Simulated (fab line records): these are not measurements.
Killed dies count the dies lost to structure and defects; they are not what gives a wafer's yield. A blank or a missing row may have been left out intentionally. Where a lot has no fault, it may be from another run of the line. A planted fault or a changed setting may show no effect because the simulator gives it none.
Matching of chambers :: flow gf180mcu :: pecvd-02 running GF_V4_CVD_02: 3 sister chambers
The step deposits SiO2 from TEOS, target thk 850 nm, time 94.851 s. 3 wafers are shown with their chamber, then 7 later ones without.

== WAFERS PAIRED WITH THEIR CHAMBERS ==
wafer: L089.3
chamber: 2
heater_power_w (W): 795

wafer: L092.2
chamber: 0
heater_power_w (W): 716

wafer: L092.3
chamber: 1
heater_power_w (W): 588

== WAFERS MISSING THEIR CHAMBER ==
wafer: L092.5
heater_power_w (W): 778

wafer: L094.1
heater_power_w (W): 567

wafer: L094.3
heater_power_w (W): 663

wafer: L094.5
heater_power_w (W): 596

wafer: L095.1
heater_power_w (W): 553

wafer: L095.4
heater_power_w (W): 596

wafer: L095.5
heater_power_w (W): 734

== THE CHAMBER EACH PASSED THROUGH ==
wafer: L092.5
from the rows above: can't be placed: 2 or 0
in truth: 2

wafer: L094.1
from the rows above: 1
in truth: 1

wafer: L094.3
from the rows above: can't be placed: 0 or 1
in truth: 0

wafer: L094.5
from the rows above: 1
in truth: 1

wafer: L095.1
from the rows above: 1
in truth: 1

wafer: L095.4
from the rows above: 1
in truth: 1

wafer: L095.5
from the rows above: can't be placed: 0 or 2
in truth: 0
4 of 7 placed correctly. From these rows, 3 cannot be placed; in 3 the true chamber is one of the candidates. Number placed wrongly: 0.
How it was worked out, from the rows above alone: a wafer's distance from a chamber is the root of the sum, over the readings, of the square of ((its reading less the chamber's mean) divided by the reading's scatter). If the next closest chamber is less than 2 further off than the closest, the wafer can't be placed; otherwise it belongs to the closest. For every chamber, the mean is computed from those of its wafers that are shown. The scatter: root of mean squared gap, hidden wafer to nearest shown wafer, with one shown wafer a chamber.
